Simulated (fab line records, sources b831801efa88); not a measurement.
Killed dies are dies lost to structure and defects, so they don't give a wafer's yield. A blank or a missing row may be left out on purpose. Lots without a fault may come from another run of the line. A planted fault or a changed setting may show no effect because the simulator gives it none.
A struck lot beside a sound one | flow gf180mcu | 18 steps out of a route of 602
Sound: wafers L522.3, L522.4, L522.6. Struck: wafers L530.1, L530.3, L530.6. The cause comes at the end.
At each step with rows: each side's tool, then ch and its chambers, then its first start. Under that, the readings that differ: sound wafers | struck wafers | difference of the means | sigmas: that difference in standard deviations of wafers without a fault.
alike: readings whose means differ by less than 2 such deviations, and words and numbers that are the same on both sides. not compared: withheld readings, readings that some wafer has no value for, bounds like >300 that may hide the same value, and numbers for which the record gives no deviation and whose values overlap.
The two part at a step that has a row with sigmas, a row that says differs or no value, or rows on one side only. Numbers that don't overlap but have no deviation are shown without sigmas and don't part them. A reading that every wafer of one side lacks parts them only if that side has two wafers or more.

first, 3 steps without rows for these wafers: GF_V2_EXPOSE_11 (exposes mask Via2, target cd 260 nm); GF_V2_PEB_12 (peb time 90 s); GF_V2_DEVELOP_13 (develop time 60 s).
GF_V2_CD_MEAS_14: target cd 260 nm.
  sound on cd_sem-01, day 22 16:38; struck on cd_sem-01, day 25 16:05
  alike: cd_nm
GF_V2_OVL_MEAS_15:
  sound on overlay-02, day 22 16:43; struck on overlay-01, day 25 16:13
  alike: V2_OVL
then, 1 step without rows for these wafers: GF_V2_ETCH_16 (etches BARC in N2/H2).
GF_V2_ETCH_17: etches SiO2 in C4F8/O2/Ar, stops on TiN, target depth 630 nm.
  sound on rie_diel-04 ch 0,1,2; struck on rie_diel-03 ch 2,3
  alike: oes_product_au
GF_V2_STRIP_18: strips in O2/N2.
  sound on plasma_asher-01 ch 0,1, day 22 16:55; struck on plasma_asher-01 ch 0, day 25 16:22
  alike: drypump_motor_current_A, heater_power_w, oes_product_au
  not compared: rf_hours_counter_h
then, 2 steps without rows for these wafers: GF_V2_STRIP_19 (strips in post etch residue remover, time 1200 s); GF_V2_CLEAN_20 (cleans in DIW).
GF_V2_SPUTTER_21: material Ti, target thk 15 nm, time 80.02 s.
  sound on pvd_sputter-01, day 22 17:25; struck on pvd_sputter-02, day 25 16:55
  alike: throttle_valve_pct
GF_V2_SPUTTER_22: material TiN, target thk 10 nm, time 40 s.
  sound on pvd_sputter-01, day 22 17:28; struck on pvd_sputter-02, day 25 16:58
  alike: throttle_valve_pct
GF_V2_CVD_23: deposits W, target thk 350 nm, time 104.94 s.
  sound on cvd_w-02 ch 0,1, day 22 17:37; struck on cvd_w-02 ch 0,1, day 25 17:01
  reading                          | sound                | struck               | difference | sigmas
  susceptor_temp_C (C)             | 400.17 399.76 400.29 | 391.27 391.04 390.67 | -9.08      | -41
  model.W_of_V2_CVD_23.thk_nm (nm) | 361.1 350 363.2      | 296.9 295.7 293.3    | -62.8      |
  alike: heater_power_w
GF_V2_RS_MEAS_24: measures by four-point-probe.
  sound on film_metro-01, day 22 17:44; struck on film_metro-02, day 25 17:07
  reading          | sound             | struck            | difference | sigmas
  V2_W_RS (ohm/sq) | 0.318 0.327 0.316 | 0.387 0.388 0.392 | +0.069     | +14
GF_V2_THK_MEAS_25: measures by xrf.
  sound on film_metro-01, day 22 17:50; struck on film_metro-02, day 25 17:14
  reading       | sound       | struck      | difference | sigmas
  V2_W_THK (nm) | 361 352 366 | 293 292 290 | -68        | -12
GF_V2_CMP_26: polishes, stops on SiO2, t overpolish 15 s, target thk 0 nm.
  sound on cmp-01 ch 2,3, day 22 17:56; struck on cmp-01 ch 0,1,2, day 25 17:24
  reading                | sound    | struck   | difference | sigmas
  time_to_endpoint_s (s) | 86 84 83 | 71 72 65 | -15        | -4
  alike: motor_current_A, retaining_ring_pressure_frac
GF_M3_SPUTTER_00: material Ti, target thk 37.5 nm, time 150 s.
  sound on pvd_sputter-01, day 22 18:11; struck on pvd_sputter-03, day 25 17:36
  alike: throttle_valve_pct
-- the record jumps here: 8 days lie between the struck wafers' starts before and after (it left off in module M3 and takes up again in module PASSIVATION, whose first step shown is number 602 of the route) --
GF_PASSIVATION_PROBE_99:
  the record has rows for the struck wafers here (prober-01, day 33 09:23) and none for the sound ones

WHERE THEY PART
First at GF_V2_CVD_23; last, within this record, at GF_PASSIVATION_PROBE_99.

WHY: what the simulator had put in
Process parameter drift: cvd_w-02, from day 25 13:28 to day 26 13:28, at GF_V2_CVD_23. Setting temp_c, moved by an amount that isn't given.
